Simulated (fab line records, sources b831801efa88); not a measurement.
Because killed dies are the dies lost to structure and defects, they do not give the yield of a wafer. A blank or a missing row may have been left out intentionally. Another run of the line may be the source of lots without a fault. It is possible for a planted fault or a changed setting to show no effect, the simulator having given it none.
fab line records | flow sky130
record lots=14 | wafers=42 | lastDay=50
route steps=708 shown LDD_HVP@285 SPACER@305 SD_P@331 RES_XHIGH@338
lots that met no fault: taken from a fault-free run of the same line
startH: start of the lot's first displayed wafer, in hours after the record's first day | waitH: hours elapsed since this lot's preceding step | " the same as in the row above | L1.1+2: a single row standing in for several wafers | - no value, or no start was given | * or withheld: withheld | < > ~ a bound
route shown NAME@n: NAME is a module with steps in the file, n the number in the route of the first one | usual: mean/standard deviation of fault-free wafers | same: alike in all rows | chamber/n: place in a boat | sites: readings site by site | _std_site: the standard deviation of these | _edge_site: mean of outer sites minus mean of inner sites | radiusMm: for every site, how far away it sits from the centre of the wafer | mask NAME#n: copy n | behind: tool/chamber where the wafer was last shaped | hold: why the lot went on hold/how many hours it stayed there/how the hold came to an end | device: which transistor (n, p or np) failed to switch | end of line: tests run on the same wafers once the route is complete | a step given without rows: its recipe and nothing more | killed: count of dies lost to structure and defects at first sort (not the wafer's yield) | map: a wafer's dies, marking killed ones x, the rest . and places with no die _
set.NAME: the setting that was run; set.NAME@STEP: the one run at that earlier step | model.NAME: the simulator's own value behind a step, which no gauge read
steps of the route over a sample of lots; a table a step, a row a wafer
## steps
# step SKY_LDD_HVP_OVL_MEAS_07
# usual LDD_HVP_OVL=0.7/1.2
lot.wafer | tool       | chamber | startH | waitH | LDD_HVP_OVL[nm]
L595.3    | overlay-01 | -       | 511.71 | 0.1   | 0.6
L595.4    | "          | -       | "      | "     | 0.4
L595.6    | "          | -       | "      | "     | 0.5
L596.1    | overlay-02 | -       | 516.75 | 0.1   | 0.3
L596.5    | "          | -       | "      | "     | -0.2
L596.6    | "          | -       | "      | "     | 1.4
L598.1    | overlay-01 | -       | 537.28 | 0.1   | -0.6
L598.4    | "          | -       | "      | "     | 0.5
L598.5    | "          | -       | "      | "     | -0.5
L601.1    | overlay-01 | -       | 563.84 | 0.1   | 3.4
L601.3    | "          | -       | "      | "     | 1.1
L601.6    | "          | -       | "      | "     | 1.6
L602.1    | overlay-02 | -       | 576.88 | 0.1   | -0.1
L602.2    | "          | -       | "      | "     | 1.9
L602.6    | "          | -       | "      | "     | -0.1
L607.2    | overlay-02 | -       | 611.69 | 0.1   | -0.6
L607.3    | "          | -       | "      | "     | 1.2
L607.5    | "          | -       | "      | "     | 0.4
L609.1    | overlay-02 | -       | 634.03 | 0.1   | 0.1
L609.3    | "          | -       | "      | "     | -0.2
L609.6    | "          | -       | "      | "     | 0.4
L610.3    | overlay-02 | -       | 645.45 | 0.1   | 1.4
L610.4    | "          | -       | "      | "     | 2.5
L610.5    | "          | -       | "      | "     | 1.2
L612.1    | overlay-02 | -       | 662.40 | 0.1   | -0.6
L612.2    | "          | -       | "      | "     | -1.4
L612.3    | "          | -       | "      | "     | -2.2
L611.2    | overlay-02 | -       | 663.24 | 0.1   | 1.1
L611.3    | "          | -       | "      | "     | 0.7
L611.5    | "          | -       | "      | "     | 0.9
L614.1    | overlay-02 | -       | 666.38 | 0.1   | 0.1
L614.2    | "          | -       | "      | "     | -0.4
L614.4    | "          | -       | "      | "     | 1.5
L613.2    | overlay-01 | -       | 673.44 | 0.1   | -0.4
L613.4    | "          | -       | "      | "     | 0.3
L613.6    | "          | -       | "      | "     | 0.8
L615.1    | overlay-01 | -       | 677.33 | 0.1   | 1.5
L615.4    | "          | -       | "      | "     | 1.7
L615.5    | "          | -       | "      | "     | -0.1
L616.1    | overlay-01 | -       | 690.28 | 0.1   | -0.3
L616.4    | "          | -       | "      | "     | 0.7
L616.6    | "          | -       | "      | "     | 2.0
# step SKY_SPACER_THK_MEAS_01
# recipe reads=Si3N4_of_SPACER_CVD_00
# usual SPACER_CVD_00_THK=43.1/0.39
lot.wafer | tool         | chamber | startH | waitH | SPACER_CVD_00_THK[nm]
L595.3    | filmMetro-01 | -       | 544.56 | 0.0   | 44.2
L595.4    | "            | -       | "      | "     | 44.0
L595.6    | "            | -       | "      | "     | 43.6
L596.1    | filmMetro-04 | -       | 549.89 | 0.0   | 43.3
L596.5    | "            | -       | "      | "     | 43.6
L596.6    | "            | -       | "      | "     | 43.2
L598.1    | filmMetro-01 | -       | 570.11 | 0.0   | 43.2
L598.4    | "            | -       | "      | "     | 43.2
L598.5    | "            | -       | "      | "     | 43.2
L601.1    | filmMetro-01 | -       | 596.39 | 0.0   | 43.6
L601.3    | "            | -       | "      | "     | 43.3
L601.6    | "            | -       | "      | "     | 43.1
L602.1    | filmMetro-03 | -       | 609.05 | 0.0   | 43.5
L602.2    | "            | -       | "      | "     | 43.6
L602.6    | "            | -       | "      | "     | 43.4
L607.2    | filmMetro-04 | -       | 644.32 | 0.0   | 43.1
L607.3    | "            | -       | "      | "     | 42.6
L607.5    | "            | -       | "      | "     | 42.9
L609.1    | filmMetro-04 | -       | 666.23 | 0.0   | 43.3
L609.3    | "            | -       | "      | "     | 43.6
L609.6    | "            | -       | "      | "     | 43.5
L610.3    | filmMetro-03 | -       | 677.65 | 0.0   | 43.3
L610.4    | "            | -       | "      | "     | 43.4
L610.5    | "            | -       | "      | "     | 43.2
L612.1    | filmMetro-03 | -       | 694.47 | 0.0   | 42.6
L612.2    | "            | -       | "      | "     | 42.4
L612.3    | "            | -       | "      | "     | 42.5
L611.2    | filmMetro-01 | -       | 694.48 | 0.0   | 43.0
L611.3    | "            | -       | "      | "     | 43.3
L611.5    | "            | -       | "      | "     | 43.0
L614.1    | filmMetro-01 | -       | 695.80 | 0.0   | 43.2
L614.2    | "            | -       | "      | "     | 43.0
L614.4    | "            | -       | "      | "     | 42.6
L613.2    | filmMetro-04 | -       | 703.67 | 0.0   | 42.9
L613.4    | "            | -       | "      | "     | 43.0
L613.6    | "            | -       | "      | "     | 43.0
L615.1    | filmMetro-04 | -       | 706.90 | 0.0   | 43.3
L615.4    | "            | -       | "      | "     | 43.0
L615.5    | "            | -       | "      | "     | 43.3
L616.1    | filmMetro-04 | -       | 719.85 | 0.0   | 43.3
L616.4    | "            | -       | "      | "     | 43.2
L616.6    | "            | -       | "      | "     | 42.9
# step SKY_SD_P_TW_MEAS_11
# usual SD_P_TW=2850/21
lot.wafer | tool         | chamber | startH | waitH | SD_P_TW
L595.3    | filmMetro-04 | -       | 604.26 | 0.1   | 2881
L595.4    | "            | -       | "      | "     | 2873
L595.6    | "            | -       | "      | "     | 2859
L596.1    | filmMetro-01 | -       | 608.98 | 0.1   | 2834
L596.5    | "            | -       | "      | "     | 2852
L596.6    | "            | -       | "      | "     | 2843
L598.1    | filmMetro-01 | -       | 630.09 | 0.1   | 2851
L598.4    | "            | -       | "      | "     | 2850
L598.5    | "            | -       | "      | "     | 2862
L601.1    | filmMetro-01 | -       | 654.86 | 0.1   | 2870
L601.3    | "            | -       | "      | "     | 2861
L601.6    | "            | -       | "      | "     | 2873
L602.1    | filmMetro-01 | -       | 666.52 | 0.1   | 2865
L602.2    | "            | -       | "      | "     | 2890
L602.6    | "            | -       | "      | "     | 2860
L607.2    | filmMetro-04 | -       | 701.02 | 0.1   | 2865
L607.3    | "            | -       | "      | "     | 2874
L607.5    | "            | -       | "      | "     | 2873
L609.1    | filmMetro-01 | -       | 721.61 | 0.1   | 2873
L609.3    | "            | -       | "      | "     | 2881
L609.6    | "            | -       | "      | "     | 2873
L610.3    | filmMetro-01 | -       | 732.38 | 0.1   | 2871
L610.4    | "            | -       | "      | "     | 2874
L610.5    | "            | -       | "      | "     | 2858
L611.2    | filmMetro-01 | -       | 752.82 | 0.1   | 2849
L611.3    | "            | -       | "      | "     | 2843
L611.5    | "            | -       | "      | "     | 2840
L612.1    | filmMetro-02 | -       | 753.11 | 0.1   | 2812
L612.2    | "            | -       | "      | "     | 2818
L612.3    | "            | -       | "      | "     | 2810
L614.1    | filmMetro-01 | -       | 754.01 | 0.1   | 2836
L614.2    | "            | -       | "      | "     | 2852
L614.4    | "            | -       | "      | "     | 2835
L613.2    | filmMetro-04 | -       | 757.32 | 0.1   | 2880
L613.4    | "            | -       | "      | "     | 2871
L613.6    | "            | -       | "      | "     | 2880
L615.1    | filmMetro-04 | -       | 760.51 | 0.1   | 2873
L615.4    | "            | -       | "      | "     | 2858
L615.5    | "            | -       | "      | "     | 2862
L616.1    | filmMetro-02 | -       | 773.26 | 0.1   | 2812
L616.4    | "            | -       | "      | "     | 2818
L616.6    | "            | -       | "      | "     | 2805
# step SKY_RES_XHIGH_DEVELOP_06
# recipe resist=NOVOLAK | developer=TMAH | developTimeS=60 | devTempC=23
# usual chillPlateTempC=22.99/0.11 | developTimeS=60/0 | exhaustPa=45.0/0.82
lot.wafer | tool          | chamber | startH | waitH | chillPlateTempC | developTimeS | exhaustPa
L595.3    | lithoTrack-04 | 0       | 632.45 | 0.1   | 22.93           | 60           | 45.4
L595.4    | "             | 0       | "      | "     | 22.70           | 60           | 45.3
L595.6    | "             | 0       | "      | "     | 22.96           | 60           | 45.2
L596.1    | lithoTrack-02 | 0       | 637.43 | 0.1   | 23.05           | 60           | 45.0
L596.5    | "             | 0       | "      | "     | 23.11           | 60           | 45.6
L596.6    | "             | 0       | "      | "     | 23.01           | 60           | 45.5
L598.1    | lithoTrack-02 | 0       | 657.98 | 0.1   | 22.84           | 60           | 46.6
L598.4    | "             | 0       | "      | "     | 23.06           | 60           | 45.8
L598.5    | "             | 0       | "      | "     | 23.00           | 60           | 45.7
L601.1    | lithoTrack-03 | -       | 682.38 | 0.1   | -               | -            | -
L601.3    | "             | -       | "      | "     | -               | -            | -
L601.6    | "             | -       | "      | "     | -               | -            | -
L602.1    | lithoTrack-04 | -       | 694.55 | 0.1   | -               | -            | -
L602.2    | "             | -       | "      | "     | -               | -            | -
L602.6    | "             | -       | "      | "     | -               | -            | -
L607.2    | lithoTrack-04 | 0       | 727.78 | 0.1   | 22.88           | 60           | 45.2
L607.3    | "             | 0       | "      | "     | 22.92           | 60           | 45.7
L607.5    | "             | 0       | "      | "     | 22.82           | 60           | 44.8
L609.1    | lithoTrack-04 | 0       | 748.10 | 0.1   | 23.14           | 60           | 44.7
L609.3    | "             | 0       | "      | "     | 23.11           | 60           | 44.9
L609.6    | "             | 0       | "      | "     | 22.97           | 60           | 44.3
L610.3    | lithoTrack-02 | 0       | 758.88 | 0.1   | 23.06           | 60           | 44.7
L610.4    | "             | 0       | "      | "     | 23.11           | 60           | 45.2
L610.5    | "             | 0       | "      | "     | 23.09           | 60           | 44.9
L611.2    | lithoTrack-02 | 0       | 778.61 | 0.1   | 23.01           | 60           | 44.8
L611.3    | "             | 0       | "      | "     | 23.03           | 60           | 46.3
L611.5    | "             | 0       | "      | "     | 22.93           | 60           | 44.0
L612.1    | lithoTrack-03 | 0       | 779.13 | 0.1   | 23.05           | 60           | 45.6
L612.2    | "             | 0       | "      | "     | 23.11           | 60           | 44.6
L612.3    | "             | 0       | "      | "     | 23.17           | 60           | 44.7
L614.1    | lithoTrack-03 | 0       | 779.43 | 0.1   | 22.94           | 60           | 46.1
L614.2    | "             | 0       | "      | "     | 22.92           | 60           | 45.4
L614.4    | "             | 0       | "      | "     | 23.02           | 60           | 44.6
L613.2    | lithoTrack-04 | 0       | 783.33 | 0.1   | 23.06           | 60           | 44.9
L613.4    | "             | 0       | "      | "     | 23.06           | 60           | 44.5
L613.6    | "             | 0       | "      | "     | 22.99           | 60           | 44.1
L615.1    | lithoTrack-04 | 0       | 786.60 | 0.1   | 22.95           | 60           | 43.4
L615.4    | "             | 0       | "      | "     | 23.02           | 60           | 43.8
L615.5    | "             | 0       | "      | "     | 23.03           | 60           | 43.8
L616.1    | lithoTrack-02 | 0       | 799.54 | 0.1   | 23.03           | 60           | 45.2
L616.4    | "             | 0       | "      | "     | 23.16           | 60           | 47.0
L616.6    | "             | 0       | "      | "     | 22.89           | 60           | 44.6
# step SKY_RES_XHIGH_TW_MEAS_09
# usual RES_XHIGH_TW=1656/12
lot.wafer | tool         | chamber | startH | waitH | RES_XHIGH_TW
L595.3    | filmMetro-04 | -       | 632.82 | 0.1   | 1658
L595.4    | "            | -       | "      | "     | 1658
L595.6    | "            | -       | "      | "     | 1656
L596.1    | filmMetro-01 | -       | 637.83 | 0.1   | 1650
L596.5    | "            | -       | "      | "     | 1645
L596.6    | "            | -       | "      | "     | 1654
L598.1    | filmMetro-04 | -       | 658.38 | 0.1   | 1666
L598.4    | "            | -       | "      | "     | 1658
L598.5    | "            | -       | "      | "     | 1664
L601.1    | filmMetro-04 | -       | 682.78 | 0.1   | 30
L601.3    | "            | -       | "      | "     | 30
L601.6    | "            | -       | "      | "     | 30
L602.1    | filmMetro-01 | -       | 694.95 | 0.1   | 31
L602.2    | "            | -       | "      | "     | 30
L602.6    | "            | -       | "      | "     | 31
L607.2    | filmMetro-02 | -       | 728.16 | 0.1   | 1630
L607.3    | "            | -       | "      | "     | 1629
L607.5    | "            | -       | "      | "     | 1637
L609.1    | filmMetro-01 | -       | 748.50 | 0.1   | 1650
L609.3    | "            | -       | "      | "     | 1641
L609.6    | "            | -       | "      | "     | 1638
L610.3    | filmMetro-01 | -       | 759.31 | 0.1   | 1648
L610.4    | "            | -       | "      | "     | 1653
L610.5    | "            | -       | "      | "     | 1648
L611.2    | filmMetro-01 | -       | 779.00 | 0.1   | 1664
L611.3    | "            | -       | "      | "     | 1667
L611.5    | "            | -       | "      | "     | 1668
L612.1    | filmMetro-01 | -       | 779.53 | 0.1   | 1659
L612.2    | "            | -       | "      | "     | 1665
L612.3    | "            | -       | "      | "     | 1661
L614.1    | filmMetro-02 | -       | 779.83 | 0.1   | 1638
L614.2    | "            | -       | "      | "     | 1644
L614.4    | "            | -       | "      | "     | 1641
L613.2    | filmMetro-02 | -       | 783.71 | 0.1   | 1638
L613.4    | "            | -       | "      | "     | 1623
L613.6    | "            | -       | "      | "     | 1629
L615.1    | filmMetro-02 | -       | 787.00 | 0.1   | 1636
L615.4    | "            | -       | "      | "     | 1632
L615.5    | "            | -       | "      | "     | 1636
L616.1    | filmMetro-01 | -       | 799.94 | 0.1   | 1663
L616.4    | "            | -       | "      | "     | 1665
L616.6    | "            | -       | "      | "     | 1666
## key
firstSign step=SKY_RES_XHIGH_DEVELOP_06 | reading=toolRecord | direction=missing
effect step=SKY_RES_XHIGH_TW_MEAS_09 | reading=RES_XHIGH_TW | direction=down | sigmas=99+ | usual=1656 | struck=30
metAt SKY_RES_XHIGH_DEVELOP_06
struckLots L601,L602
sortLeftOut L601.1,L601.3,L601.6,L602.1,L602.2,L602.6
testerLeftOut L601,L602
notActingAt SKY_LDD_HVP_OVL_MEAS_07,SKY_SPACER_THK_MEAS_01,SKY_SD_P_TW_MEAS_11
onsetBetween 632.45 682.38
fault kind=skippedStepWhole | tool=lithoTrack-03,lithoTrack-04 | chamber=- | onsetH=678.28 | steps=SKY_RES_XHIGH_DEVELOP_06 | scope=struckLotsOnly
# testerLeftOut: of these lots the tester's yield and bins aren't shown, on N5 and GAA mostly nor the transistor test; their killed dies are dies lost to structure and defects alone, not to doping, threshold or leakage, so they don't give the yield
# sortLeftOut: the simulated sort isn't trusted on such a fault, so these wafers' sort isn't shown, and their yield isn't known
